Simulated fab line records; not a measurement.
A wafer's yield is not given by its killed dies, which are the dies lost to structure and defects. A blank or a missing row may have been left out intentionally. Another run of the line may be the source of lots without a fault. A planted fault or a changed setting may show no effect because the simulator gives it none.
Which of the tools did it? / flow sfq_line / 21 wafers from 7 lots sampled at 2 of the route's 325 steps

## WHAT THE GAUGES SHOWED, per wafer
SFQ_JJ_RS_MEAS_929: a four-point-probe measurement.
lot=L834; measured=day 38 03:11; on=film_metro-03; JJ_NB_RS (ohm/sq)=1.057 1.035 1.057
lot=L842; measured=day 46 14:35; on=film_metro-03; JJ_NB_RS (ohm/sq)=1.044 1.061 1.043
lot=L845; measured=day 54 14:52; on=film_metro-04; JJ_NB_RS (ohm/sq)=1.020 1.026 1.042
lot=L847; measured=day 54 17:19; on=film_metro-04; JJ_NB_RS (ohm/sq)=1.058 1.042 1.038
lot=L850; measured=day 54 22:04; on=film_metro-03; JJ_NB_RS (ohm/sq)=1.043 1.049 1.052
lot=L853; measured=day 55 04:12; on=film_metro-03; JJ_NB_RS (ohm/sq)=1.054 1.034 1.042
lot=L855; measured=day 55 08:41; on=film_metro-04; JJ_NB_RS (ohm/sq)=1.043 1.035 1.031

## TOOL THAT RAN EACH LOT (tool first, then ch and the chambers of the sampled wafers, then the start)
lot=L834; SFQ_TRILAYER_JJ_TRILAYER_DEP_SPUTTER_112=pvd_sputter-05, day 38 03:04
lot=L842; SFQ_TRILAYER_JJ_TRILAYER_DEP_SPUTTER_112=pvd_sputter-04, day 46 14:30
lot=L845; SFQ_TRILAYER_JJ_TRILAYER_DEP_SPUTTER_112=pvd_sputter-04, day 54 14:47
lot=L847; SFQ_TRILAYER_JJ_TRILAYER_DEP_SPUTTER_112=pvd_sputter-05, day 54 17:11
lot=L850; SFQ_TRILAYER_JJ_TRILAYER_DEP_SPUTTER_112=pvd_sputter-05, day 54 21:59
lot=L853; SFQ_TRILAYER_JJ_TRILAYER_DEP_SPUTTER_112=pvd_sputter-05, day 55 04:07
lot=L855; SFQ_TRILAYER_JJ_TRILAYER_DEP_SPUTTER_112=pvd_sputter-06, day 55 08:35
- SFQ_TRILAYER_JJ_TRILAYER_DEP_SPUTTER_112: material Nb, target thk 170 nm, time 113.3 s.

## THE ANSWER, worked out from the rows above alone
Rule: the lots themselves supply what counts as usual. The widest of any qualifying gaps counts: lots, ordered by their means at a reading, are off when they make up no more than a third of the lots, leave a main group of 4 or more, and stand apart from it by 3 or more times the standard deviation of that group's means. A main group is skipped when, at the precision printed for the reading in the tables above, its means are all equal. A lot without any number at a reading at which 4 lots or more have one is off too. Any other lot the step has rows for is counted as sound.
Nothing can be told from this: no lot is off at any reading shown.

## WHAT HAD BEEN PUT IN BY THE SIMULATOR
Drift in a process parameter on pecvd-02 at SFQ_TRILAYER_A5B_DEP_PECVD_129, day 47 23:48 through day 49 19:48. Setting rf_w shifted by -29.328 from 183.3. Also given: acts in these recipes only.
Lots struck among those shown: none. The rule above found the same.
